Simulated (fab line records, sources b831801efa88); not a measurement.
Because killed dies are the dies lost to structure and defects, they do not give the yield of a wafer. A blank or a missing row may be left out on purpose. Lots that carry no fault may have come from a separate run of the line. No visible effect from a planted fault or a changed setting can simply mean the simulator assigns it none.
Chamber matching    flow sky130    rie diel-01 running SKY_LI_CONTACT_ETCH_14: 4 sister chambers
The step etches BARC in N2/H2, stops on SiO2, time 45.9 s, target depth 60 nm. 14 wafers are shown with their chamber, then 7 later ones without.

EACH WAFER AND ITS CHAMBER
wafer   chamber  drypump motor current A (A)  chamber pressure mTorr (mTorr)  throttle valve pct (%)
L078.3  0        6.2                          30.002                          13.240
L078.5  1        5.2                          29.984                          13.212
L078.6  2        5.4                          30.003                          13.221
L086.2  1        5.3                          29.978                          13.237
L086.3  2        5.4                          30.036                          13.214
L086.5  3        6.4                          30.002                          13.227
L088.4  2        5.4                          30.058                          13.228
L088.5  0        6.3                          29.980                          13.230
L088.6  3        6.3                          29.987                          13.230
L089.2  0        6.2                          30.014                          13.226
L089.3  1        5.3                          30.037                          13.221
L089.5  3        6.2                          29.971                          13.218
L093.2  3        6.2                          30.015                          13.236
L093.4  1        5.2                          29.988                          13.222

SIGNATURES (means of the wafers above)
reading                  chamber 0  chamber 1  chamber 2  chamber 3  scatter within a chamber
drypump motor current A  6.233      5.250      5.400      6.275      0.0665
chamber pressure mTorr   29.99867   29.99675   30.03233   29.99375   0.0233
throttle valve pct       13.23200   13.22300   13.22100   13.22775   0.00832
Rule: a wafer's distance from a chamber is the root of the sum, over the readings, of the square of ((its reading less the chamber's mean) divided by the reading's scatter). If the next closest chamber is less than 2 further off than the closest, the wafer can't be placed; otherwise it belongs to the closest. The scatter: the root of (the sum of the squares of (reading less its chamber's mean) over the shown wafers, divided by (wafers less chambers)).

WAFERS MISSING THEIR CHAMBER
wafer   drypump motor current A (A)  chamber pressure mTorr (mTorr)  throttle valve pct (%)
L093.6  5.4                          30.011                          13.237
L095.1  6.2                          30.016                          13.231
L095.3  6.2                          30.001                          13.234
L095.6  6.3                          30.039                          13.226
L097.1  5.3                          29.965                          13.237
L097.3  6.3                          30.027                          13.225
L097.6  6.2                          29.991                          13.211

CHAMBER TAKEN BY EACH
wafer   from the rows above      in truth
L093.6  can't be placed: 2 or 1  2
L095.1  can't be placed: 0 or 3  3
L095.3  can't be placed: 0 or 3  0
L095.6  can't be placed: 3 or 0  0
L097.1  can't be placed: 1 or 2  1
L097.3  can't be placed: 3 or 0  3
L097.6  can't be placed: 3 or 0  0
Correctly placed: 0 of 7. From these rows, 7 cannot be placed; in 7 the true chamber is one of the candidates. 0 placed wrongly.
